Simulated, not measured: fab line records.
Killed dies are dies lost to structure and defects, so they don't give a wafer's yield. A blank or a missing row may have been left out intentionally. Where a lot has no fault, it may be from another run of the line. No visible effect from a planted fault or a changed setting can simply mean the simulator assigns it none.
One fault seen from 2 desks ; flow sky130 ; what lay behind the numbers comes last; until then each desk has only its own

THE TOOL OWNER'S DESK: lpcvd-03
The tool's own readings at SKY_SONOS_ONO_CVD_04 (deposits SiO2 from SiH4/N2O, target thk 5.7199 nm): means of the sampled wafers that have a number, for each lot that ran on this tool. The brackets show how far a lot's mean lies from the usual mean; more than 4 standard deviations puts the lot out of limits, marked OUT.
Columns: A = pressure_mtorr at SKY_SONOS_ONO_CVD_04, usual 400.0 mTorr; B = susceptor_temp_C at SKY_SONOS_ONO_CVD_04, usual 900.0 C
lot;first seen here;A;B
L201;day 11 20:49;400.2;899.8
L202;day 11 23:11;400.3;900.0
L203;day 12 05:53;400.2;900.3
L206;day 13 01:15;399.2;899.6
L208;day 14 00:02;398.9;899.9
L210;day 15 00:26;399.3;899.9
L214;day 15 23:35;480.0 (+99 or more) OUT;900.0
L215;day 16 16:58;480.2 (+99 or more) OUT;899.5
L221;day 18 20:19;398.9;900.4
L222;day 18 21:47;400.6;900.1
L223;day 19 01:10;399.5;899.6
L224;day 19 06:44;400.1;900.0
This desk's finding: out of limits on L214, L215; first on L214, day 15 23:35 (pressure_mtorr at SKY_SONOS_ONO_CVD_04). Within limits: L201, L202, L203, L206, L208, L210, L221, L222, L223, L224.

METROLOGY DESK
What the gauges read, lot by lot, whatever tool the lot ran on: means of the sampled wafers that have a number. The brackets show how far a lot's mean lies from the usual mean; more than 4 standard deviations puts the lot out of limits, marked OUT.
Columns: A = VT_ADJUST_LVTN_2_TW at SKY_VT_ADJUST_LVTN_TW_MEAS_21, usual 184.8; B = VT_ADJUST_HVTR_OVL at SKY_VT_ADJUST_HVTR_OVL_MEAS_08, usual 0.7 nm; C = SONOS_ONO_CVD_04_THK at SKY_SONOS_ONO_THK_MEAS_05, usual 5.76 nm
lot;first seen here;A;B;C
L201;day 7 23:19;185.9;0.3;5.71
L202;day 8 00:14;187.1;-0.5;5.76
L203;day 8 06:59;184.7;0.0;5.65
L206;day 9 00:40;186.5;3.3;5.68
L208;day 9 20:25;186.6;1.9;5.75
L210;day 10 14:13;183.0;1.7;5.85
L214;day 11 11:58;182.9;1.1;6.40 (+6.4) OUT
L215;day 12 00:49;183.3;-0.2;6.41 (+6.5) OUT
L221;day 13 17:16;187.6;-1.4;5.90
L222;day 13 23:51;182.6;1.4;5.67
L223;day 14 03:40;182.9;0.6;5.80
L224;day 14 06:49;188.4;0.5;5.57
Finding of this desk: L214, L215 out of limits, first seen on L214 at day 16 00:50 (SONOS_ONO_CVD_04_THK at SKY_SONOS_ONO_THK_MEAS_05). Within limits: L201, L202, L203, L206, L208, L210, L221, L222, L223, L224.

BROUGHT TOGETHER
The tool owner's desk had the chance to raise an alarm at day 15 23:35 on L214, L215.
On L214, L215, the metrology desk was in a position to raise an alarm at day 16 00:50.
The lots listed all ran SKY_SONOS_ONO_CVD_04 on lpcvd-03.

WHAT THE SIMULATOR PUT IN
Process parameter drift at SKY_SONOS_ONO_CVD_04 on lpcvd-03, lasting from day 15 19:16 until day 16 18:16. A move of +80 in setting pressure_mtorr, from 400.
Shown lots that were struck: L214, L215.
Delay (hours) between the fault's onset and each desk's first out-of-limits reading: 4 at the tool owner's desk, 6 at the metrology desk.
